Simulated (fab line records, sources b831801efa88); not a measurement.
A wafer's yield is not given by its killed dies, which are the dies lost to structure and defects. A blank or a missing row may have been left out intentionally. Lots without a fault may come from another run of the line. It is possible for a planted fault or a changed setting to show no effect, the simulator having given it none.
Which tool is to blame? | flow sfq line | 18 wafers from 6 lots sampled at 4 of the route's 325 steps

## WHAT THE GAUGES SHOWED, per wafer
SFQ_I6_BOW_MEAS_941.
lot  | measured     | on            | I6_BOW (um)
L305 | day 69 04:37 | film metro-03 | 16 14 10
L307 | day 69 07:42 | film metro-03 | 12 8 10
L317 | day 72 17:02 | film metro-03 | 20 27 23
L320 | day 73 01:51 | film metro-03 | 21 9 20
L322 | day 75 00:52 | film metro-04 | 3 9 9
L324 | day 75 18:42 | film metro-04 | 8 -3 -5

## EACH LOT AND THE TOOL THAT RAN IT (in order: tool; ch and the chambers of the sampled wafers; start)
lot  | SFQ_TRILAYER_I0_CMP_CMP_028   | SFQ_TRILAYER_I0_METRO_MEASURE_029 | SFQ_TRILAYER_I0_VIA_ETCH_VIA_ETCH_034
L305 | cmp-02 ch 0,1,3, day 12 19:26 | film metro-04, day 12 21:28       | rie diel-03 ch 0,2,3, day 18 05:51
L307 | cmp-01 ch 0,2,3, day 13 06:46 | film metro-03, day 13 08:53       | rie diel-02 ch 1,3, day 18 22:53
L317 | cmp-01 ch 1,2,3, day 17 04:26 | film metro-04, day 17 07:34       | rie diel-04 ch 0,1,3, day 23 14:44
L320 | cmp-02 ch 2,3, day 18 13:42   | film metro-03, day 18 16:49       | rie diel-04 ch 0,2,3, day 25 03:25
L322 | cmp-02 ch 0,1,3, day 19 09:22 | film metro-01, day 19 11:38       | rie diel-02 ch 1,2, day 26 01:08
L324 | cmp-02 ch 0,2, day 20 03:36   | film metro-01, day 20 06:55       | rie diel-02 ch 1,3, day 26 17:56
- SFQ_TRILAYER_I0_CMP_CMP_028: polishes SiO2.
- SFQ_TRILAYER_I0_METRO_MEASURE_029
- SFQ_TRILAYER_I0_VIA_ETCH_VIA_ETCH_034: etches SiO2 in CHF3, stops on Nb, target depth 260 nm.

## THE ANSWER, worked out from the rows above alone
Rule: the lots themselves supply what counts as usual. Put in order of their means at a reading, lots are off if they are a third of the lots or fewer, leave a main group of 4 or more, and stand apart from it by a gap of 3 or more times the standard deviation of the main group's means; of several such gaps the widest counts. The tables above print the reading to a certain number of digits; a main group whose means all agree to those digits is not used. A lot without any number at a reading at which 4 lots or more have one is off too. All remaining lots with rows at the step are treated as sound.
No lot is off on any of the readings shown, so nothing can be concluded from this.

## WHAT THE SIMULATOR HAD INSERTED
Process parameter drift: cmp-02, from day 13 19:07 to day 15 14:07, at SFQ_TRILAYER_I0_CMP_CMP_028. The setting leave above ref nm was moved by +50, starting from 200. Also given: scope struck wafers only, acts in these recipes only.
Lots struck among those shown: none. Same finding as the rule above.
